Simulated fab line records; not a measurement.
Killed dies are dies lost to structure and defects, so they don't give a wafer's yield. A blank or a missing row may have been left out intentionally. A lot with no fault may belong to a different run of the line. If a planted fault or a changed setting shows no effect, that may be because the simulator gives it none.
Which tool is to blame? -- flow gf180mcu -- 7 lots with 21 wafers sampled at 5 steps, on a route of 602 steps

WHAT THE GAUGES SHOWED, per wafer
GF_V5_OVL_MEAS_15.
lot,measured,on,V5_OVL (nm)
L147,day 27 17:13,overlay-01,-1 4 -3
L150,day 29 00:05,overlay-02,-6 6 3
L152,day 29 11:59,overlay-02,6 10 3
L162,day 32 08:56,overlay-01,-4 -2 -2
L166,day 33 00:20,overlay-02,11 5 7
L168,day 33 11:32,overlay-02,-2 -6 -3

TOOL THAT RAN EACH LOT (tool first, then ch and the chambers of the sampled wafers, then the start)
lot,GF_MIM_SPUTTER_04,GF_MIM_STRIP_20,GF_M5_ETCH_09,GF_M5_STRIP_11
L147,"pvd-sputter-02, day 25 00:41","plasma-asher-04 ch 0,1, day 25 21:55","rie-diel-02 ch 0,1,2, day 26 19:37","plasma-asher-04 ch 0,1, day 26 19:44"
L150,"pvd-sputter-04, day 26 09:23","plasma-asher-02 ch 0,1, day 27 06:03","rie-diel-01 ch 1,3, day 28 02:35","plasma-asher-01 ch 0,1, day 28 02:52"
L152,"pvd-sputter-02, day 26 23:58","plasma-asher-04 ch 0,1, day 27 19:47","rie-diel-02 ch 1,2, day 28 15:46","plasma-asher-03 ch 0,1, day 28 16:00"
L158,"pvd-sputter-01, day 29 03:13","plasma-asher-04 ch 0,1, day 29 22:25","rie-diel-02 ch 0,3, day 30 16:34","plasma-asher-03 ch 0,1, day 30 16:44"
L162,"pvd-sputter-01, day 30 02:23","plasma-asher-04 ch 0,1, day 30 20:56","rie-diel-02 ch 0,1,3, day 31 14:50","plasma-asher-03 ch 0,1, day 31 15:01"
L166,"pvd-sputter-01, day 30 18:28","plasma-asher-03 ch 0,1, day 31 12:16","rie-diel-02 ch 0,1,3, day 32 06:22","plasma-asher-03 ch 0,1, day 32 06:29"
L168,"pvd-sputter-04, day 31 07:52","plasma-asher-02 ch 0,1, day 32 00:56","rie-diel-01 ch 0,1,2, day 32 18:01","plasma-asher-01 ch 0,1, day 32 18:11"
- GF_MIM_SPUTTER_04: material TiN, target thk 50 nm, time 41.7 s.
- GF_MIM_STRIP_20: strips in O2/N2.
- GF_M5_ETCH_09: etches Si3N4 in CF4/O2, target depth 52 nm, time 11.6 s.
- GF_M5_STRIP_11: strips in O2/N2.

THE ANSWER, worked out from the rows above alone
Rule: what is usual is taken from the lots themselves. Put in order of their means at a reading, lots are off if they are a third of the lots or fewer, leave a main group of 4 or more, and stand apart from it by a gap of 3 or more times the standard deviation of the main group's means; of several such gaps the widest counts. The tables above print the reading to a certain number of digits; a main group whose means all agree to those digits is not used. Also off: a lot with no number at a reading for which 4 or more lots have one. Where the step has rows for the other lots, those lots are counted as sound.
Nothing can be told from this: no lot is off at any reading shown.

WHAT HAD BEEN PUT IN BY THE SIMULATOR
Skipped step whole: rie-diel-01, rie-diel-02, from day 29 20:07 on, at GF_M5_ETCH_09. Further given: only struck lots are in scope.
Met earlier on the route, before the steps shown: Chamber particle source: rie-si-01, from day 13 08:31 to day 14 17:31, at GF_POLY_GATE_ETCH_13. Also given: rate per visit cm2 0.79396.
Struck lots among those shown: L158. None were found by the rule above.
